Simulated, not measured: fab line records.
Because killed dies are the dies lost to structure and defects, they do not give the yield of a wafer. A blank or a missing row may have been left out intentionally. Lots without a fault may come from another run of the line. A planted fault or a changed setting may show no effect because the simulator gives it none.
The tool behind it: which one? | flow sky130 | route of 708 steps, sampled at 1 step: 6 lots, 18 wafers

WHAT THE GAUGES READ, wafer by wafer
SKY_VIA4_THK_MEAS_20: measures by xrf.
lot  | measured     | on            | VIA4_W_THK (nm)
L114 | day 44 14:55 | film-metro-04 | 484 493 489
L117 | day 45 07:32 | film-metro-02 | 487 488 490
L120 | day 46 00:50 | film-metro-02 | 483 489 488
L127 | day 47 20:24 | film-metro-03 | 496 498 494
L129 | day 48 02:22 | film-metro-04 | 494 486 492
L131 | day 48 21:02 | film-metro-03 | 486 493 494

TOOL THAT RAN EACH LOT (tool first, then ch and the chambers of the sampled wafers, then the start)
There is no process step in the record ahead of these readings.

THE ANSWER, worked out from the rows above alone
Rule: the lots themselves supply what counts as usual. Put in order of their means at a reading, lots are off if they are a third of the lots or fewer, leave a main group of 4 or more, and stand apart from it by a gap of 3 or more times the standard deviation of the main group's means; of several such gaps the widest counts. If all means in a main group match to the digits the tables above print for the reading, that group is not used. A lot without any number at a reading at which 4 lots or more have one is off too. Where the step has rows for the other lots, those lots are counted as sound.
Off: L127, seen at SKY_VIA4_THK_MEAS_20 (VIA4_W_THK). For the main group the mean is 489 nm and the standard deviation 1.6.
A tool fits if, at a process step before that reading, it ran every lot that is off, and no sound lot after the first of them. Those tools and the gauges at SKY_VIA4_THK_MEAS_20 are tried in the same way. None of those tried fits.

WHAT HAD BEEN PUT IN BY THE SIMULATOR
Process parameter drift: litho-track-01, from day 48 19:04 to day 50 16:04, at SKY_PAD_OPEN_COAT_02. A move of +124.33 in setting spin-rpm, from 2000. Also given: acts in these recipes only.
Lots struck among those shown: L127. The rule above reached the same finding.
